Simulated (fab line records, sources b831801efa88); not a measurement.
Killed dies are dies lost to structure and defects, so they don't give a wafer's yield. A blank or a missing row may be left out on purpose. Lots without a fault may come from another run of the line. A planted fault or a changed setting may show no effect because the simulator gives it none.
Chamber matching | flow sky130 | SKY_VIA2_CMP_02 on cmp-01: 4 sister chambers
The step polishes SiO2. 4 wafers are shown with their chamber, then 8 later ones without.

WAFERS WITH THEIR CHAMBER
wafer  | chamber | motor_current_A (A)
L074.5 | 0       | 12.6
L074.6 | 3       | 12.4
L085.6 | 1       | 13.7
L095.1 | 2       | 12.9

WAFERS WITHOUT THEIR CHAMBER
wafer  | motor_current_A (A)
L095.2 | 13.0
L095.3 | 13.1
L096.1 | 13.9
L096.2 | 13.0
L096.5 | 14.7
L097.1 | 12.8
L097.5 | 14.7
L097.6 | 11.8

WHICH CHAMBER EACH WENT THROUGH
wafer  | from the rows above               | in truth
L095.2 | can't be placed: 2 or 0 or 3 or 1 | 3
L095.3 | can't be placed: 2 or 0 or 1 or 3 | 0
L096.1 | can't be placed: 1 or 2 or 0      | 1
L096.2 | can't be placed: 2 or 0 or 3 or 1 | 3
L096.5 | can't be placed: 1 or 2 or 0      | 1
L097.1 | can't be placed: 2 or 0 or 3 or 1 | 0
L097.5 | can't be placed: 1 or 2 or 0      | 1
L097.6 | can't be placed: 3 or 0 or 2      | 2
Placed correctly: 0 of 8. Can't be placed from these rows: 8 (the true chamber is among the candidates in 8). Placed wrongly: 0.
How it was worked out, from the rows above alone: a wafer's distance from a chamber is the root of the sum, over the readings, of the square of ((its reading less the chamber's mean) divided by the reading's scatter). The wafer belongs to the nearest chamber; if the next one is less than 2 further off, it can't be placed. A chamber's mean is the mean of its shown wafers. The scatter: with one shown wafer a chamber, the root of the mean of the squares of how far each hidden wafer lies from its nearest shown one.
